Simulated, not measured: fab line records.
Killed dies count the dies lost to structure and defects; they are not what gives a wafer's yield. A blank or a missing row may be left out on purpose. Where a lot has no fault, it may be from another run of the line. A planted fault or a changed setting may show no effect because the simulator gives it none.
2 desks looking at one fault ; flow gf180mcu ; numbers are kept per desk, each desk with only its own; the story behind them comes last

== DESK OF THE TOOL OWNER: rie diel-02 ==
The tool's own readings at GF_M5_ETCH_09 (etches Si3N4 in CF4/O2, target depth 52 nm, time 11.6 s): means of the sampled wafers that have a number, for each lot that ran on this tool. A lot is out of limits, marked OUT, if its mean lies more than 4 standard deviations from the usual mean; the brackets give that distance.
Columns: A = O2_flow_sccm at GF_M5_ETCH_09, usual 10.01 sccm; B = drypump motor current A at GF_M5_ETCH_09, usual 5.6 A; C = oes product au at GF_M5_ETCH_09, usual 1.003 a.u.; D = rf fwd power W at GF_M5_ETCH_09, usual 785 W; E = throttle valve pct at GF_M5_ETCH_09, usual 5.971 %
lot;first seen here;A;B;C;D;E
L379;day 26 22:13;10.00;5.6;1.000;786;5.978
L384;day 28 19:42;9.99;5.9;1.006;788;5.982
L390;day 30 10:01;10.00;5.5;1.089 (+11) OUT;912 (+30) OUT;6.003
L391;day 30 17:39;10.01;5.6;1.091 (+11) OUT;915 (+30) OUT;5.990
L392;day 31 02:24;10.01;5.5;1.091 (+11) OUT;909 (+29) OUT;5.998
This desk's verdict: out of limits on L390, L391, L392, starting with L390 at day 30 10:01 (oes product au at GF_M5_ETCH_09). Within limits: L379, L384.

== METROLOGY DESK ==
What the gauges read, lot by lot, whatever tool the lot ran on: means of the sampled wafers that have a number. A lot is out of limits, marked OUT, if its mean lies more than 4 standard deviations from the usual mean; the brackets give that distance.
Columns: A = cd nm at GF_M5_CD_MEAS_07, usual 280.1 nm; B = M5_OVL at GF_M5_OVL_MEAS_08, usual -1 nm
lot;first seen here;A;B
L379;day 26 22:05;280.8;-3
L384;day 28 19:34;277.5;-4
L388;day 30 00:23;280.4;-3
L390;day 30 09:55;281.6;-3
L391;day 30 17:32;278.7;0
L392;day 31 02:15;279.4;2
L396;day 32 00:58;281.1;-2
Result from this desk: across the 7 lots, nothing is out of limits.

== ALL TOGETHER ==
The tool owner's desk had the chance to raise an alarm at day 30 10:01 on L390, L391, L392.
At the metrology desk, nothing out of limits was observed.
The metrology desk has L390, L391, L392 on record, within its limits.
All the named lots went through GF_M5_ETCH_09 on rie diel-02.

== WHAT THE SIMULATOR HAD PUT IN ==
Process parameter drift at GF_M5_ETCH_09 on rie diel-02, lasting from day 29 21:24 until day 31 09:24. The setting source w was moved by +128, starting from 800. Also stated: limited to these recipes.
Struck lots among those shown: L390, L391, L392.
Each desk's first reading out of limits, in hours after the fault started: the tool owner's desk, 13.
